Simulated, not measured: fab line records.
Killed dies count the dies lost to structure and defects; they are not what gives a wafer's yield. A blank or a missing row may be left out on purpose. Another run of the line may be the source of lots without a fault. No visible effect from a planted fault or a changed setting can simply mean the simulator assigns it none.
Chamber matching | flow gf180mcu | pecvd-03 running GF_V2_CVD_02: 3 sister chambers
The step deposits SiO2 from TEOS, target thk 850 nm, time 94.851 s. 3 wafers are shown with their chamber, then 7 later ones without.

## WAFERS, EACH WITH ITS CHAMBER
wafer  | chamber | heaterPowerW (W)
L086.1 | 0       | 712
L094.1 | 1       | 681
L094.2 | 2       | 608

## WAFERS WHOSE CHAMBER IS MISSING
wafer  | heaterPowerW (W)
L094.4 | 776
L096.1 | 741
L096.2 | 589
L096.3 | 813
L096.4 | 656
L096.5 | 605
L096.6 | 777

## WHICH CHAMBER EACH WENT THROUGH
wafer  | from the rows above          | in truth
L094.4 | can't be placed: 0 or 1 or 2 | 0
L096.1 | can't be placed: 0 or 1 or 2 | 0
L096.2 | can't be placed: 2 or 1 or 0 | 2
L096.3 | can't be placed: 0 or 1 or 2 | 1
L096.4 | can't be placed: 1 or 2 or 0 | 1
L096.5 | can't be placed: 2 or 1 or 0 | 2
L096.6 | can't be placed: 0 or 1 or 2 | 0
Placed correctly: 0 of 7. Can't be placed from these rows: 7 (the true chamber is among the candidates in 7). Number placed wrongly: 0.
How it was worked out, from the rows above alone: a wafer's distance from a chamber is the root of the sum, over the readings, of the square of ((its reading less the chamber's mean) divided by the reading's scatter). If the next closest chamber is less than 2 further off than the closest, the wafer can't be placed; otherwise it belongs to the closest. The mean given for a chamber averages the wafers shown for that chamber. The scatter (one wafer shown for each chamber): square how far every hidden wafer sits from the nearest shown wafer, average those squares and take the square root.
